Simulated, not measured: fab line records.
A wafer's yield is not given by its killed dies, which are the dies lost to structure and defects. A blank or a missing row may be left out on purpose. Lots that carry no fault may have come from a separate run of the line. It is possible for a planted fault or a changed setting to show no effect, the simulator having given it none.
A struck lot beside a sound one -- flow gf180mcu -- 43 out of 602 route steps
Sound: wafers L969.1, L969.3, L969.4. Struck: wafer L980.3. (L980.2, L980.6 of the same lot were not struck and are left out.) The cause comes at the end.
Each step with rows lists, per side, the tool, then ch with its chambers, then its first start. Under that, the readings that differ: sound wafers -- struck wafers -- difference of the means -- sigmas: that difference in standard deviations of wafers without a fault.
alike: readings with means less than 2 such deviations apart, plus words and numbers identical on both sides. not compared: withheld readings, readings lacking a value on some wafer, bounds such as >300 that could conceal the same value, and numbers that have no deviation in the record and whose values overlap.
The two part at a step that has a row with sigmas, a row that says differs or no value, or rows on one side only. Non-overlapping numbers with no deviation appear without sigmas and do not part them. Lack of a reading on every wafer of one side parts them only where that side has two or more wafers.

GF_STI_THK_MEAS_02:
  sound on film metro-01 at day 3 08:31; struck on film metro-02 at day 5 17:47
  alike: STI_OXIDATION_THK
then, 1 step without rows for these wafers: GF_STI_CVD_03 (deposits Si3N4 from DCS/NH3, target thk 207.16 nm, time 3551 s).
GF_STI_THK_MEAS_04:
  sound on film metro-02 at day 3 10:34; struck on film metro-01 at day 5 19:50
reading,sound,struck,difference,sigmas
STI_CVD_03_THK (nm),204.8 205.3 203.4,208.2,+3.7,+2
then, 7 steps without rows for these wafers: GF_STI_DEHYDRATE_05 (time 60 s); GF_STI_HMDS_06 (prime time 60 s); GF_STI_COAT_07 (resist thk 700 nm); GF_STI_SOFTBAKE_08 (time 60 s); GF_STI_EXPOSE_09 (exposes mask COMP, target cd 220 nm); GF_STI_PEB_10 (peb time 90 s); GF_STI_DEVELOP_11 (develop time 60 s).
GF_STI_CD_MEAS_12 targets a cd of 220 nm.
  sound on cd sem-01 at day 3 23:30; struck on cd sem-02 at day 6 10:34
  alike: cd nm
GF_STI_ETCH_13: etches the open film in CHF3/O2, stops on Si, target depth 282.31 nm, time 112.9 s.
  sound on rie diel-04 ch 0,1,3, day 3 23:37; struck on rie diel-04 ch 3, day 6 10:40
  alike: drypump motor current A, oes product au, throttle valve pct
  not compared: rf hours counter h
GF_STI_ETCH_14: etches Si in HBr/Cl2/O2, target depth 360 nm, time 102.9 s.
  sound on rie si-01 ch 1,2,3, day 3 23:42; struck on rie si-02 ch 3, day 6 10:45
reading,sound,struck,difference,sigmas
rf hours counter h (h),100 80 42,4,-70,
  alike: drypump motor current A, oes product au, throttle valve pct
GF_STI_STRIP_15: strips in O2/N2.
  sound on plasma asher-04 ch 0,1, day 3 23:46; struck on plasma asher-03 ch 0, day 6 10:50
  alike: drypump motor current A, heater power w, n2 flow sccm, oes product au, platen temp c, strip time to endpoint s
  not compared: rf hours counter h
then, 6 steps without rows for these wafers: GF_STI_CLEAN_16 (cleans in dHF, time 25 s); GF_STI_WET_ETCH_17 (etches Si3N4 in H3PO4, target depth 45 nm, time 514 s); GF_STI_CLEAN_18 (cleans in SC1/SC2, time 150 s); GF_STI_CLEAN_19 (cleans in dHF, time 20 s); GF_STI_WET_ETCH_20 (etches SiO2 in dHF, target depth 20 nm, time 400 s); GF_STI_OXIDATION_21 (stabilise 600 s, purge 300 s, target thk 15 nm).
GF_STI_THK_MEAS_22:
  sound on film metro-02 at day 4 03:29; struck on film metro-02 at day 6 13:26
  alike: STI_OXIDATION_01_THK
then, 1 step without rows for these wafers: GF_STI_CVD_23 (deposits SiO2, target thk 650 nm, time 108.3 s).
GF_STI_THK_MEAS_24:
  sound on film metro-01 at day 4 03:38; struck on film metro-03 at day 6 13:34
  alike: STI_CVD_23_THK
GF_STI_CMP_25: polishes, stops on Si3N4, t overpolish 33 s, target thk 524.6 nm.
  sound on cmp-01 ch 1,2,3, day 4 03:41; struck on cmp-02 ch 2, day 6 13:40
  alike: motor current A, overpolish run s, slurry flow ml min, time to endpoint s
then, 4 steps without rows for these wafers: GF_STI_WET_ETCH_26 (etches SiO2 in dHF, target depth 94 nm, time 188 s); GF_STI_WET_ETCH_27 (etches Si3N4 in H3PO4, target depth 160 nm, time 1825 s); GF_STI_WET_ETCH_28 (etches SiO2 in dHF, target depth 20 nm, time 40 s); GF_STI_OXIDATION_29 (stabilise 600 s, purge 300 s, target thk 10 nm).
GF_STI_THK_MEAS_30:
  sound on film metro-02 at day 4 06:17; struck on film metro-01 at day 6 17:52
  alike: STI_OXIDATION_02_THK
then, 8 steps without rows for these wafers: GF_DNWELL_DEHYDRATE_00 (time 60 s); GF_DNWELL_HMDS_01 (prime time 60 s); GF_DNWELL_COAT_02 (resist thk 3000 nm); GF_DNWELL_SOFTBAKE_03; GF_DNWELL_EXPOSE_04 (exposes mask DNWELL, target cd 1700 nm); GF_DNWELL_PEB_05; GF_DNWELL_DEVELOP_06 (develop time 60 s); GF_DNWELL_IMPLANT_07.
GF_DNWELL_STRIP_08: strips in O2/N2.
  sound on plasma asher-03 ch 0,1, day 4 20:10; struck on plasma asher-02 ch 1, day 7 09:06
  alike: drypump motor current A, heater power w, n2 flow sccm, oes product au, platen temp c, strip time to endpoint s
  not compared: rf hours counter h
GF_DNWELL_TW_MEAS_09:
  sound on film metro-01 at day 4 20:16; struck on film metro-04 at day 7 09:13
  alike: DNWELL_TW
then, 3 steps without rows for these wafers: GF_NWELL_DEHYDRATE_00 (time 60 s); GF_NWELL_HMDS_01 (prime time 60 s); GF_NWELL_COAT_02 (resist thk 3000 nm).
-- the record jumps here: 27 days lie between the struck wafers' starts before and after (it left off in module NWELL and takes up again in module PASSIVATION, whose first step shown is number 602 of the route) --
GF_PASSIVATION_PROBE_99:
  record: rows for the struck wafers here (prober-01, day 34 16:27), none for the sound ones

WHERE THEY PART
Earliest at GF_STI_THK_MEAS_04; latest, in this record, at GF_PASSIVATION_PROBE_99.

WHY: whatever the simulator had introduced
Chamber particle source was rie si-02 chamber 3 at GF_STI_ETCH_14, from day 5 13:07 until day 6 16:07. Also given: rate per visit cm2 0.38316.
